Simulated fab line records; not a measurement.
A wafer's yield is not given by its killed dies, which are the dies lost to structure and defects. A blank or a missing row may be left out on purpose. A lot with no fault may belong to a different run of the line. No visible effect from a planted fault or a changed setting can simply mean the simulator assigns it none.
Which of the tools did it? | flow gf180mcu | route of 602 steps, sampled at 1 step: 13 lots, 39 wafers

## WHAT THE GAUGES SHOWED, per wafer
GF_V4_RS_MEAS_24: uses a four-point probe to measure. Usual: for V4_W_RS the level is 0.327 ohm/sq and the standard deviation is 0.0056.
lot  | measured     | on            | V4_W_RS (ohm/sq)  | flag
L326 | day 24 08:50 | film metro-04 | 0.333 0.325 0.330 |
L327 | day 25 03:22 | film metro-04 | 0.331 0.333 0.326 |
L329 | day 25 16:26 | film metro-01 | 0.324 0.330 0.321 |
L330 | day 25 20:25 | film metro-01 | 0.327 0.328 0.331 |
L331 | day 26 02:20 | film metro-02 | 0.326 0.328 0.321 |
L332 | day 26 21:48 | film metro-04 | 0.329 0.334 0.334 |
L333 | day 27 02:32 | film metro-04 | 0.319 0.332 0.322 |
L334 | day 27 04:02 | film metro-02 | 0.333 0.332 0.331 |
L340 | day 29 00:23 | film metro-04 | 0.329 0.330 0.329 |
L343 | day 29 21:53 | film metro-01 | 0.333 0.333 0.329 |
L346 | day 30 16:50 | film metro-02 | 0.328 0.318 0.322 |
L347 | day 30 22:58 | film metro-01 | 0.334 0.330 0.330 |
L348 | day 31 10:01 | film metro-01 | 0.327 0.321 0.330 |

## WHAT TOOL EACH LOT RAN ON (gives the tool, then ch and the chambers of the sampled wafers, and finally the start)
Before these readings, the record contains no process step.

## AS READ BY THE TOOLS THEMSELVES (means over the sampled wafers that have a number; for cases with no such wafer, the mark the record gives instead)
The record holds no such reading with a usual standard deviation.

## THE ANSWER, worked out from the rows above alone
Rule: take the mean of a lot's wafers that have a number; if it is more than 3 standard deviations from the usual mean, the lot is off. A lot without any number at a reading at which 4 lots or more have one is off too. The other lots that the step has rows for count as sound. After the gauges, taken in route order, come the tools' own readings; for these a lot's mean is taken, as printed above. The first step at which some lot is off is used, and at that step the reading that is off furthest; a lot without a number counts as furthest.
Nothing can be told from this: no lot is off at any reading shown.

## WHAT THE SIMULATOR HAD INSERTED
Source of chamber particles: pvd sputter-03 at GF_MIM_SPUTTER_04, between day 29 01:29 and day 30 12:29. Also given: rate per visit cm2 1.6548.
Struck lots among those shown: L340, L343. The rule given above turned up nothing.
